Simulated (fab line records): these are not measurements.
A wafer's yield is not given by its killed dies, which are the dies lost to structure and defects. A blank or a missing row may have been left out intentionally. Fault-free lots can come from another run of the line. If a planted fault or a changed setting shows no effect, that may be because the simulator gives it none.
A single fault, viewed from 2 desks    flow gf180mcu    every desk sees just its own numbers, and what lay behind them comes last

## THE METROLOGY DESK
What the gauges read for every lot (on any tool): the sampled wafers with a number, averaged. If a lot's mean is further than 4 standard deviations from the usual mean, the lot is out of limits and carries the mark OUT (the distance appears in the brackets).
Columns: A = TOP_METAL_OVL at GF_TOP_METAL_OVL_MEAS_15, usual -0.7 nm
lot   first seen here  A
L684  day 28 04:51     -1.1
L685  day 28 11:14     -0.3
L686  day 28 14:17     -1.0
L689  day 30 04:10     0.5
L693  day 31 03:11     -0.3
L695  day 31 07:10     -1.4
L700  day 32 15:41     -1.2
L703  day 33 07:10     -1.8
L704  day 33 21:54     -0.9
L706  day 34 03:55     0.4
L705  day 34 05:10     0.0
L707  day 34 07:31     -2.7
This desk's verdict: no lot among the 12 shows anything out of limits.

## THE TOOL OWNER'S DESK: pvdSputter-02
The tool's own readings at GF_MIM_SPUTTER_08 (material AlCu, target thk 200 nm, time 10.6 s): means of the sampled wafers that have a number, for each lot that ran on this tool. If a lot's mean is further than 4 standard deviations from the usual mean, the lot is out of limits and carries the mark OUT (the distance appears in the brackets).
Columns: A = throttleValvePct at GF_MIM_SPUTTER_08, usual 30.1 %
lot   first seen here  A
L684  day 24 14:56     29.2
L689  day 26 19:25     29.7
L693  day 27 20:25     29.6
L695  day 28 00:17     29.3
L704  day 31 02:35     29.9
L705  day 31 07:32     29.8
L707  day 31 12:28     29.8
This desk's verdict: no lot among the 7 shows anything out of limits.

## TAKEN TOGETHER
The metrology desk saw nothing out of limits.
The desk of the tool owner found nothing out of limits.

## WHAT THE SIMULATOR HAD INSERTED
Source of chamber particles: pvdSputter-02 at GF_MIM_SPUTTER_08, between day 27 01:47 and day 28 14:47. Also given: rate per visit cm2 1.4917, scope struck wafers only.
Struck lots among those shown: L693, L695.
